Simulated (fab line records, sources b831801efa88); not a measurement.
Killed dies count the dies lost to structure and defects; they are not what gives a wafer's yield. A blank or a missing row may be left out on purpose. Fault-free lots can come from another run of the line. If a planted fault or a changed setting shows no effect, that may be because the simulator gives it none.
The tool behind it: which one? :: flow sky130 :: route of 708 steps, sampled at 1 step: 14 lots, 42 wafers

WHAT THE GAUGES SHOWED, per wafer
Not one reading of a measure or inspect step in the record can be checked against a usual standard deviation.

EACH LOT AND THE TOOL THAT RAN IT (in order: tool; ch and the chambers of the sampled wafers; start)
lot: L696
SKY_LDD_N_IMPLANT_13: implanter-01 ch 0, day 17 10:23

lot: L697
SKY_LDD_N_IMPLANT_13: implanter-04 ch 0, day 17 23:50

lot: L698
SKY_LDD_N_IMPLANT_13: implanter-03 ch 0, day 18 11:19

lot: L700
SKY_LDD_N_IMPLANT_13: implanter-03 ch 0, day 19 09:05

lot: L701
SKY_LDD_N_IMPLANT_13: implanter-03 ch 0, day 19 18:56

lot: L703
SKY_LDD_N_IMPLANT_13: implanter-04 ch 0, day 20 15:35

lot: L704
SKY_LDD_N_IMPLANT_13: implanter-03, day 21 00:30

lot: L705
SKY_LDD_N_IMPLANT_13: implanter-01, day 21 06:19

lot: L706
SKY_LDD_N_IMPLANT_13: implanter-03 ch 0, day 21 10:53

lot: L709
SKY_LDD_N_IMPLANT_13: implanter-03 ch 0, day 22 22:34

lot: L715
SKY_LDD_N_IMPLANT_13: implanter-01 ch 0, day 24 20:28

lot: L717
SKY_LDD_N_IMPLANT_13: implanter-03 ch 0, day 25 15:06

lot: L718
SKY_LDD_N_IMPLANT_13: implanter-03 ch 0, day 25 17:22

lot: L719
SKY_LDD_N_IMPLANT_13: implanter-04 ch 0, day 26 04:40
- SKY_LDD_N_IMPLANT_13

AS READ BY THE TOOLS THEMSELVES (means over the sampled wafers that have a number; for cases with no such wafer, the mark the record gives instead)
SKY_LDD_N_IMPLANT_13. Usual: beam_energy_keV 49.996, standard deviation 0.016; beam_on_s 10.01 s, standard deviation 0.22; end_station_pressure_torr 5.01e-06 Torr, standard deviation 2.5e-07; faraday_current_uA 28.1, standard deviation 0.61; rotation_deg 89.997 degrees, standard deviation 0.026.
lot: L696
tool: implanter-01
beam_energy_keV: 49.984
beam_on_s (s): 10.23
end_station_pressure_torr (Torr): 4.86e-06
faraday_current_uA: 27.5
rotation_deg (degrees): 89.989
flag: 

lot: L697
tool: implanter-04
beam_energy_keV: 49.973
beam_on_s (s): 10.11
end_station_pressure_torr (Torr): 4.83e-06
faraday_current_uA: 27.8
rotation_deg (degrees): 89.960
flag: 

lot: L698
tool: implanter-03
beam_energy_keV: 49.987
beam_on_s (s): 10.12
end_station_pressure_torr (Torr): 5.08e-06
faraday_current_uA: 27.9
rotation_deg (degrees): 89.983
flag: 

lot: L700
tool: implanter-03
beam_energy_keV: 49.987
beam_on_s (s): 10.04
end_station_pressure_torr (Torr): 4.95e-06
faraday_current_uA: 28.1
rotation_deg (degrees): 89.993
flag: 

lot: L701
tool: implanter-03
beam_energy_keV: 50.007
beam_on_s (s): 9.92
end_station_pressure_torr (Torr): 5.03e-06
faraday_current_uA: 28.4
rotation_deg (degrees): 89.994
flag: 

lot: L703
tool: implanter-04
beam_energy_keV: 49.986
beam_on_s (s): 9.99
end_station_pressure_torr (Torr): 5.27e-06
faraday_current_uA: 28.2
rotation_deg (degrees): 89.968
flag: 

lot: L704
tool: implanter-03
beam_energy_keV: -
beam_on_s (s): -
end_station_pressure_torr (Torr): -
faraday_current_uA: -
rotation_deg (degrees): -
flag: OFF

lot: L705
tool: implanter-01
beam_energy_keV: -
beam_on_s (s): -
end_station_pressure_torr (Torr): -
faraday_current_uA: -
rotation_deg (degrees): -
flag: OFF

lot: L706
tool: implanter-03
beam_energy_keV: 49.983
beam_on_s (s): 10.03
end_station_pressure_torr (Torr): 4.90e-06
faraday_current_uA: 28.0
rotation_deg (degrees): 89.987
flag: 

lot: L709
tool: implanter-03
beam_energy_keV: 49.997
beam_on_s (s): 9.96
end_station_pressure_torr (Torr): 4.98e-06
faraday_current_uA: 28.3
rotation_deg (degrees): 89.976
flag: 

lot: L715
tool: implanter-01
beam_energy_keV: 50.000
beam_on_s (s): 10.18
end_station_pressure_torr (Torr): 5.15e-06
faraday_current_uA: 27.8
rotation_deg (degrees): 90.000
flag: 

lot: L717
tool: implanter-03
beam_energy_keV: 49.994
beam_on_s (s): 9.86
end_station_pressure_torr (Torr): 5.17e-06
faraday_current_uA: 28.5
rotation_deg (degrees): 89.963
flag: 

lot: L718
tool: implanter-03
beam_energy_keV: 49.988
beam_on_s (s): 10.06
end_station_pressure_torr (Torr): 5.18e-06
faraday_current_uA: 28.0
rotation_deg (degrees): 90.019
flag: 

lot: L719
tool: implanter-04
beam_energy_keV: 49.994
beam_on_s (s): 9.97
end_station_pressure_torr (Torr): 5.12e-06
faraday_current_uA: 28.3
rotation_deg (degrees): 89.975
flag: 

THE ANSWER, worked out from the rows above alone
Rule: lot off if the mean of its wafers having a number is beyond 3 standard deviations from the usual mean. Also off: a lot with no number at a reading for which 4 or more lots have one. The other lots that the step has rows for count as sound. Order of review: gauges by route order, followed by the tools' own readings, for which a lot's mean as printed above is used. At the first step where some lot is off, the reading lying furthest off is the one used; lots without a number count as furthest.
Off: L704, L705, at SKY_LDD_N_IMPLANT_13 (beam_energy_keV). Without a number there: L704, L705.
If a tool, at that step or one of the process steps before it, ran each lot that is off and ran no sound lot following the first of them, it fits. None of those tried fits.

WHAT THE SIMULATOR HAD PUT IN
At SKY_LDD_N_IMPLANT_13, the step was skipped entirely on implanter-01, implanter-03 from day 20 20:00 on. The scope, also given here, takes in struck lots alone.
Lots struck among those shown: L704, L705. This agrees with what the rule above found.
